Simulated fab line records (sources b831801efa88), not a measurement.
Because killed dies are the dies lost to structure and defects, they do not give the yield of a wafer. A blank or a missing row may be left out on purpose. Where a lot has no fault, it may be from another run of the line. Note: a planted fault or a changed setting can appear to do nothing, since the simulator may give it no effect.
2 desks looking at one fault -- flow sky130 -- each desk has only its own numbers; what lay behind them comes last

== FOR THE TOOL OWNER'S DESK: implanter-02 ==
SKY_SONOS_TUNNEL_IMPLANT_09, tool's own readings: per-lot mean of the sampled wafers with a number, covering each lot this tool ran. Marked OUT: a lot whose mean sits more than 4 standard deviations from the usual mean, which makes it out of limits; the brackets give that distance.
Columns: A = dose-ions-cm2 at SKY_SONOS_TUNNEL_IMPLANT_09, usual 1.0002e+12; B = faraday-current-uA at SKY_SONOS_TUNNEL_IMPLANT_09, usual 5.64
lot,first seen here,A,B
L433,day 12 02:19,1.0007e+12,5.72
L446,day 15 13:38,9.9927e+11,5.60
L449,day 16 18:58,1.0008e+12,5.70
L454,day 18 20:42,2.9797e+11 (-99 or more) OUT,1.67 (-36) OUT
L456,day 19 02:25,2.9943e+11 (-99 or more) OUT,1.70 (-36) OUT
Finding of this desk: L454, L456 out of limits; the first was L454 at day 18 20:42, on dose-ions-cm2 at SKY_SONOS_TUNNEL_IMPLANT_09. In limits: L433, L446, L449.

== METROLOGY DESK ==
Lot by lot, what the gauges showed, no matter which tool ran the lot: averages of those sampled wafers that carry a number. Marked OUT: a lot whose mean sits more than 4 standard deviations from the usual mean, which makes it out of limits; the brackets give that distance.
Columns: A = VT_ADJUST_NCORE_OVL at SKY_VT_ADJUST_NCORE_OVL_MEAS_08, usual 0.3 nm; B = VT_ADJUST_NCORE_TW at SKY_VT_ADJUST_NCORE_TW_MEAS_11, usual 220.1; C = SONOS_TUNNEL_TW at SKY_SONOS_TUNNEL_TW_MEAS_12, usual 197.2
lot,first seen here,A,B,C
L433,day 9 05:38,0.0,218.8,196.9
L434,day 9 06:45,1.2,218.3,196.7
L437,day 10 06:26,0.5,220.7,198.8
L438,day 10 14:26,0.5,221.6,196.8
L441,day 10 21:09,-0.2,218.2,196.3
L442,day 11 05:27,-0.5,221.6,196.4
L445,day 11 22:55,0.4,220.7,199.5
L444,day 12 00:15,1.2,220.3,197.1
L446,day 12 07:18,0.1,219.1,196.4
L449,day 13 10:36,0.9,217.9,197.4
L454,day 15 07:14,1.7,221.9,140.9 (-47) OUT
L456,day 15 11:35,-0.1,221.0,141.8 (-46) OUT
This desk finds L454, L456 out of limits, with the earliest case on L454 at day 18 21:05 (SONOS_TUNNEL_TW at SKY_SONOS_TUNNEL_TW_MEAS_12). In limits: L433, L434, L437, L438, L441, L442, L445, L444, L446, L449.

== PUT TOGETHER ==
The tool owner's desk could have raised an alarm at day 18 20:42, on L454, L456.
Metrology desk: alarm possible at day 18 21:05 on L454, L456.
On implanter-02, each named lot ran SKY_SONOS_TUNNEL_IMPLANT_09.

== WHAT WAS PUT IN BY THE SIMULATOR ==
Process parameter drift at SKY_SONOS_TUNNEL_IMPLANT_09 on implanter-02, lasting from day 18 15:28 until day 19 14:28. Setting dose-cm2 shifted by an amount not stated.
Lots struck among those shown: L454, L456.
Counting hours from when the fault started, the first reading out of limits came at 5 for the tool owner's desk and at 6 for the metrology desk.
